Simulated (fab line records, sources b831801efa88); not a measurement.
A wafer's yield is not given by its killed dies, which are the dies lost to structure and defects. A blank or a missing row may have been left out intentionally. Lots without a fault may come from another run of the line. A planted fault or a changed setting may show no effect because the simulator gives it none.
fab line records | flow gf180mcu
record lots=14 | wafers=42 | last-day=34
route steps=602 shown POLY_GATE@170 NSD@262 SALICIDE@281
lots untouched by any fault: they come from a run of this same line in which no faults occurred
start-h: start of the lot's first displayed wafer, in hours after the record's first day | wait-h: hours elapsed since this lot's preceding step | " same as the row above | L1.1+2: one row covering several wafers at once | - no value, or no start given | * or withheld: withheld | < > ~ a bound
route shown NAME@n: a module of which the file shows steps, and the number in the route of the first | usual: the fault-free wafers' mean and standard deviation | same: alike in all rows | chamber/n: place in a boat | sites: readings site by site | _std_site: their standard deviation | _edge_site: outer sites' mean less inner sites' | radius-mm: for every site, how far away it sits from the centre of the wafer | mask NAME#n: copy n | behind: the last tool/chamber to shape the wafer | hold: the reason the lot was held/the length of the hold in hours/how it ended | device: the n, p or np transistor that did not switch | end of line: the tests these same wafers got at the end of their route | for a step that has no rows: nothing shown but its recipe | killed: count of dies lost to structure and defects at first sort (not the wafer's yield) | map: the dies of a wafer, with x for killed, . for not killed, _ for no die there
set.NAME: the setting the step ran with; set.NAME@STEP: the setting that earlier step ran with | model.NAME: the simulator's own value behind a step, which no gauge read
a sample of lots followed through the steps of the route, with each step as a table and each wafer as a row
services: when a tool's chamber went out of use (start-h, in hours from the record's first day, below 0 if earlier), for how many hours, and the reason
## steps
# step GF_POLY_GATE_ETCH_13
# recipe target=poly-Si | target-depth-nm=198.5 | stop-on=SiO2 | over-etch-frac=0.403 | chemistry=HBr/Cl2 | icp-w=400 | bias-w=100 | pressure-mtorr=10 | HBr_flow_sccm=150 | Cl2_flow_sccm=50 | time-s=69.6
# usual bias-w=100.0/0.31 | drypump-motor-current-A=6.00/0.27 | oes-product-au=0.989/0.0079 | throttle-valve-pct=33.684/0.0094
lot.wafer | tool      | chamber | start-h | wait-h | bias-w | drypump-motor-current-A | oes-product-au | rf-hours-counter-h | throttle-valve-pct
L431.1    | rie-si-02 | 3       | 191.69  | -      | 100.0  | 5.91                    | 0.982          | 86                 | 33.679
L431.3    | "         | 0       | "       | "      | 100.0  | 6.15                    | 0.975          | 1                  | 33.684
L431.6    | "         | 3       | "       | "      | 99.9   | 5.94                    | 0.997          | -                  | 33.662
L433.1    | rie-si-02 | 3       | 199.61  | -      | 100.0  | 5.94                    | 1.000          | 87                 | 33.691
L433.3    | "         | 0       | "       | "      | 100.0  | 6.11                    | 0.975          | 1                  | 33.695
L433.4    | "         | 2       | "       | "      | 100.1  | 6.36                    | 0.999          | 34                 | 33.693
L434.3    | rie-si-02 | 1       | 206.14  | -      | 99.9   | 5.39                    | 0.990          | 68                 | 33.680
L434.4    | "         | 0       | "       | "      | 99.9   | 6.19                    | 0.982          | 1                  | 33.681
L434.6    | "         | 0       | "       | "      | 100.0  | 6.16                    | 0.980          | -                  | 33.680
L435.2    | rie-si-02 | 0       | 215.22  | -      | 100.2  | 6.13                    | 0.983          | 1                  | 33.678
L435.5    | "         | 0       | "       | "      | 100.2  | 6.14                    | 0.978          | -                  | 33.694
L435.6    | "         | 3       | "       | "      | 100.1  | 5.93                    | 1.005          | -                  | 33.689
L437.4    | rie-si-01 | 0       | 228.77  | -      | 99.2   | 5.67                    | 0.987          | 81                 | 33.664
L437.5    | "         | 0       | "       | "      | 99.5   | 5.66                    | 0.985          | -                  | 33.686
L437.6    | "         | 1       | "       | "      | 100.6  | 5.92                    | 0.995          | -                  | 33.687
L438.2    | rie-si-01 | 3       | 235.03  | -      | 100.3  | 6.34                    | 0.985          | 28                 | 33.680
L438.3    | "         | 0       | "       | "      | 99.9   | 5.68                    | 0.983          | 81                 | 33.674
L438.4    | "         | 2       | "       | "      | 99.7   | 5.99                    | 0.986          | 45                 | 33.689
L440.3    | rie-si-02 | 0       | 251.12  | -      | 100.0  | 6.11                    | 0.981          | 1                  | 33.688
L440.5    | "         | 3       | "       | "      | 99.9   | 5.93                    | 0.986          | -                  | 33.696
L440.6    | "         | 2       | "       | "      | 100.0  | 6.37                    | 0.995          | -                  | 33.682
L441.1    | rie-si-02 | 2       | 253.22  | -      | 93.7   | 6.37                    | 0.982          | 34                 | 33.685
L441.4    | "         | 2       | "       | "      | 93.9   | 6.36                    | 0.981          | -                  | 33.684
L441.6    | "         | 0       | "       | "      | 94.8   | 6.11                    | 0.970          | -                  | 33.688
L442.3    | rie-si-02 | 3       | 260.48  | -      | 93.7   | 5.96                    | 0.999          | 87                 | 33.687
L442.4    | "         | 3       | "       | "      | 93.7   | 5.97                    | 0.997          | -                  | 33.692
L442.5    | "         | 0       | "       | "      | 93.5   | 6.16                    | 0.984          | -                  | 33.672
L443.1    | rie-si-01 | 3       | 270.37  | -      | 100.1  | 6.32                    | 0.993          | 28                 | 33.684
L443.3    | "         | 0       | "       | "      | 99.7   | 5.68                    | 0.991          | 81                 | 33.682
L443.4    | "         | 2       | "       | "      | 100.2  | 6.00                    | 0.997          | 45                 | 33.684
L444.2    | rie-si-02 | 2       | 281.76  | -      | 93.7   | 6.35                    | 0.977          | 35                 | 33.685
L444.4    | "         | 0       | "       | "      | 94.6   | 6.11                    | 0.976          | 2                  | 33.688
L444.6    | "         | 3       | "       | "      | 94.2   | 5.93                    | 0.992          | -                  | 33.674
L451.3    | rie-si-01 | 0       | 327.38  | -      | 100.6  | 5.67                    | 0.994          | 82                 | 33.691
L451.4    | "         | 0       | "       | "      | 100.3  | 5.66                    | 0.983          | -                  | 33.685
L451.6    | "         | 1       | "       | "      | 99.4   | 5.93                    | 0.981          | -                  | 33.692
L452.2    | rie-si-02 | 0       | 343.17  | -      | 99.8   | 6.13                    | 0.989          | 2                  | 33.688
L452.5    | "         | 0       | "       | "      | 100.2  | 6.15                    | 0.999          | -                  | 33.673
L452.6    | "         | 1       | "       | "      | 100.4  | 5.36                    | 0.990          | -                  | 33.679
L454.3    | rie-si-01 | 0       | 354.73  | -      | 99.8   | 5.68                    | 0.989          | 82                 | 33.697
L454.4    | "         | 2       | "       | "      | 99.8   | 6.01                    | 0.994          | 46                 | 33.664
L454.6    | "         | 1       | "       | "      | 99.9   | 5.92                    | 0.983          | -                  | 33.679
# step GF_PSD_RS_MEAS_14
# recipe thk-meas-gauge=four-point-probe
# usual NSD_RS=46.14/0.081
lot.wafer | tool          | chamber | start-h | wait-h | NSD_RS[ohm/sq]
L431.1    | film-metro-04 | -       | 312.46  | 0.1    | 46.15
L431.3    | "             | -       | "       | "      | 46.16
L431.6    | "             | -       | "       | "      | 46.14
L433.1    | film-metro-04 | -       | 325.02  | 0.1    | 46.19
L433.3    | "             | -       | "       | "      | 46.15
L433.4    | "             | -       | "       | "      | 46.00
L434.3    | film-metro-01 | -       | 330.70  | 0.1    | 46.13
L434.4    | "             | -       | "       | "      | 46.14
L434.6    | "             | -       | "       | "      | 46.15
L435.2    | film-metro-01 | -       | 342.19  | 0.1    | 46.30
L435.5    | "             | -       | "       | "      | 46.20
L435.6    | "             | -       | "       | "      | 46.15
L437.4    | film-metro-03 | -       | 354.87  | 0.1    | 46.21
L437.5    | "             | -       | "       | "      | 46.16
L437.6    | "             | -       | "       | "      | 46.18
L438.2    | film-metro-04 | -       | 367.33  | 0.1    | 46.04
L438.3    | "             | -       | "       | "      | 45.90
L438.4    | "             | -       | "       | "      | 46.06
L440.3    | film-metro-03 | -       | 392.07  | 0.1    | 46.20
L440.5    | "             | -       | "       | "      | 46.10
L440.6    | "             | -       | "       | "      | 46.20
L441.1    | film-metro-03 | -       | 392.55  | 0.1    | 46.15
L441.4    | "             | -       | "       | "      | 46.05
L441.6    | "             | -       | "       | "      | 46.21
L442.3    | film-metro-04 | -       | 399.49  | 0.1    | 46.10
L442.4    | "             | -       | "       | "      | 46.15
L442.5    | "             | -       | "       | "      | 46.21
L443.1    | film-metro-04 | -       | 405.90  | 0.1    | 46.10
L443.3    | "             | -       | "       | "      | 46.22
L443.4    | "             | -       | "       | "      | 45.98
L444.2    | film-metro-04 | -       | 426.17  | 0.1    | 46.11
L444.4    | "             | -       | "       | "      | 46.17
L444.6    | "             | -       | "       | "      | 46.25
L451.3    | film-metro-04 | -       | 477.67  | 0.1    | 46.20
L451.4    | "             | -       | "       | "      | 46.16
L451.6    | "             | -       | "       | "      | 46.24
L452.2    | film-metro-03 | -       | 491.68  | 0.1    | 46.13
L452.5    | "             | -       | "       | "      | 46.12
L452.6    | "             | -       | "       | "      | 46.05
L454.3    | film-metro-03 | -       | 505.35  | 0.1    | 46.32
L454.4    | "             | -       | "       | "      | 46.24
L454.6    | "             | -       | "       | "      | 46.29
# step GF_SALICIDE_SPUTTER_03
# recipe material=TiN | target-thk-nm=20 | power-w=6500 | time-s=16.7 | chamber-pressure-pa=0.4
# usual throttle-valve-pct=30.2/0.94
lot.wafer | tool           | chamber | start-h | wait-h | throttle-valve-pct
L431.1    | pvd-sputter-03 | -       | 332.76  | 0.0    | 30.3
L431.3    | "              | -       | "       | "      | 31.4
L431.6    | "              | -       | "       | "      | 28.2
L433.1    | pvd-sputter-02 | -       | 347.89  | 0.0    | 30.2
L433.3    | "              | -       | "       | "      | 28.9
L433.4    | "              | -       | "       | "      | 31.5
L434.3    | pvd-sputter-03 | -       | 353.24  | 0.0    | 31.5
L434.4    | "              | -       | "       | "      | 28.2
L434.6    | "              | -       | "       | "      | 29.3
L435.2    | pvd-sputter-01 | -       | 364.94  | 0.0    | 31.4
L435.5    | "              | -       | "       | "      | 30.3
L435.6    | "              | -       | "       | "      | 29.7
L437.4    | pvd-sputter-02 | -       | 377.48  | 0.0    | 30.5
L437.5    | "              | -       | "       | "      | 30.2
L437.6    | "              | -       | "       | "      | 31.3
L438.2    | pvd-sputter-01 | -       | 391.82  | 0.0    | 30.5
L438.3    | "              | -       | "       | "      | 30.9
L438.4    | "              | -       | "       | "      | 29.9
L440.3    | pvd-sputter-03 | -       | 416.20  | 0.0    | 30.6
L440.5    | "              | -       | "       | "      | 31.3
L440.6    | "              | -       | "       | "      | 28.2
L441.1    | pvd-sputter-02 | -       | 416.48  | 0.0    | 29.3
L441.4    | "              | -       | "       | "      | 30.0
L441.6    | "              | -       | "       | "      | 29.0
L442.3    | pvd-sputter-01 | -       | 423.57  | 0.0    | 31.1
L442.4    | "              | -       | "       | "      | 30.5
L442.5    | "              | -       | "       | "      | 31.1
L443.1    | pvd-sputter-02 | -       | 431.36  | 0.0    | 29.2
L443.3    | "              | -       | "       | "      | 31.5
L443.4    | "              | -       | "       | "      | 30.6
L444.2    | pvd-sputter-01 | -       | 451.02  | 0.0    | 30.4
L444.4    | "              | -       | "       | "      | 30.9
L444.6    | "              | -       | "       | "      | 30.4
L451.3    | pvd-sputter-03 | -       | 502.52  | 0.0    | 30.4
L451.4    | "              | -       | "       | "      | 28.4
L451.6    | "              | -       | "       | "      | 28.2
L452.2    | pvd-sputter-02 | -       | 514.93  | 0.0    | 31.8
L452.5    | "              | -       | "       | "      | 31.3
L452.6    | "              | -       | "       | "      | 30.1
L454.3    | pvd-sputter-03 | -       | 529.08  | 0.0    | 29.2
L454.4    | "              | -       | "       | "      | 30.5
L454.6    | "              | -       | "       | "      | 28.1
# step GF_SALICIDE_THK_MEAS_05
# recipe thk-meas-gauge=xrf | reads=TiN_of_SALICIDE_SPUTTER_03
# usual SALICIDE_TIN_THK=20.1/0.32
lot.wafer | tool          | chamber | start-h | wait-h | SALICIDE_TIN_THK[nm]
L431.1    | film-metro-02 | -       | 332.91  | 0.1    | 19.7
L431.3    | "             | -       | "       | "      | 19.9
L431.6    | "             | -       | "       | "      | 19.8
L433.1    | film-metro-03 | -       | 348.04  | 0.1    | 20.6
L433.3    | "             | -       | "       | "      | 20.3
L433.4    | "             | -       | "       | "      | 20.6
L434.3    | film-metro-02 | -       | 353.41  | 0.1    | 19.6
L434.4    | "             | -       | "       | "      | 20.1
L434.6    | "             | -       | "       | "      | 19.9
L435.2    | film-metro-03 | -       | 365.10  | 0.1    | 20.2
L435.5    | "             | -       | "       | "      | 20.1
L435.6    | "             | -       | "       | "      | 20.2
L437.4    | film-metro-03 | -       | 377.66  | 0.1    | 20.1
L437.5    | "             | -       | "       | "      | 19.9
L437.6    | "             | -       | "       | "      | 19.9
L438.2    | film-metro-04 | -       | 391.98  | 0.1    | 20.0
L438.3    | "             | -       | "       | "      | 20.3
L438.4    | "             | -       | "       | "      | 20.5
L440.3    | film-metro-02 | -       | 416.36  | 0.1    | 20.1
L440.5    | "             | -       | "       | "      | 20.2
L440.6    | "             | -       | "       | "      | 20.3
L441.1    | film-metro-04 | -       | 416.63  | 0.1    | 19.7
L441.4    | "             | -       | "       | "      | 19.8
L441.6    | "             | -       | "       | "      | 19.6
L442.3    | film-metro-02 | -       | 423.74  | 0.1    | 20.5
L442.4    | "             | -       | "       | "      | 20.2
L442.5    | "             | -       | "       | "      | 20.5
L443.1    | film-metro-03 | -       | 431.51  | 0.1    | 20.1
L443.3    | "             | -       | "       | "      | 20.0
L443.4    | "             | -       | "       | "      | 20.3
L444.2    | film-metro-04 | -       | 451.18  | 0.1    | 19.8
L444.4    | "             | -       | "       | "      | 20.1
L444.6    | "             | -       | "       | "      | 19.7
L451.3    | film-metro-04 | -       | 502.69  | 0.1    | 19.6
L451.4    | "             | -       | "       | "      | 19.5
L451.6    | "             | -       | "       | "      | 19.8
L452.2    | film-metro-03 | -       | 515.09  | 0.1    | 20.2
L452.5    | "             | -       | "       | "      | 20.1
L452.6    | "             | -       | "       | "      | 20.2
L454.3    | film-metro-02 | -       | 529.25  | 0.1    | 19.8
L454.4    | "             | -       | "       | "      | 19.7
L454.6    | "             | -       | "       | "      | 19.8
## services
tool           | chamber | start-h | hours | kind
rie-si-01      | 0       | 189.47  | 5.4   | repair
rie-si-02      | 1       | 191.64  | 1.8   | repair
pvd-sputter-03 | -       | 200.11  | 93.0  | repair
rie-si-02      | 1       | 238.88  | 35.3  | repair
pvd-sputter-01 | -       | 241.67  | 8.5   | repair
pvd-sputter-02 | -       | 258.06  | 12.5  | repair
rie-si-01      | 1       | 302.11  | -     | clean
rie-si-01      | 1       | 302.11  | 18.8  | scheduled-down
rie-si-01      | 1       | 302.11  | 18.8  | vent-cycle
rie-si-01      | 3       | 306.81  | 4.9   | repair
rie-si-01      | 3       | 327.27  | 2.7   | repair
pvd-sputter-02 | -       | 338.85  | 3.8   | repair
rie-si-02      | 3       | 359.69  | -     | clean
rie-si-02      | 3       | 359.69  | 12.4  | scheduled-down
rie-si-02      | 3       | 359.69  | 12.4  | vent-cycle
pvd-sputter-02 | -       | 383.15  | 0.5   | repair
rie-si-01      | 0       | 385.62  | -     | clean
rie-si-01      | -       | 391.66  | 0.6   | repair
rie-si-02      | 1       | 438.33  | -     | clean
rie-si-02      | 1       | 438.33  | 20.3  | scheduled-down
rie-si-02      | 1       | 438.33  | 20.3  | vent-cycle
rie-si-02      | -       | 468.37  | 0.2   | repair
pvd-sputter-02 | -       | 483.64  | 2.4   | repair
rie-si-01      | -       | 501.60  | 9.0   | repair
## key
first-sign step=GF_POLY_GATE_ETCH_13 | reading=bias-w | direction=down | sigmas=19 | usual=100.0 | struck=94.0
effect none on later readings
met-at GF_POLY_GATE_ETCH_13
struck-lots L441,L442,L444
tester-left-out L441,L442,L444
not-acting-at GF_PSD_RS_MEAS_14,GF_SALICIDE_SPUTTER_03,GF_SALICIDE_THK_MEAS_05
onset-between 251.12 253.22
fault kind=process-parameter-drift | tool=rie-si-02 | chamber=- | onset-h=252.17 | steps=GF_POLY_GATE_ETCH_13 | channel=bias-w | offset=-5.9486 | shape=step | end-h=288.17 | acts-in=these-recipes-only | stated=100
# tester-left-out: of these lots the tester's yield and bins aren't shown, on N5 and GAA mostly nor the transistor test; their killed dies are dies lost to structure and defects alone, not to doping, threshold or leakage, so they don't give the yield
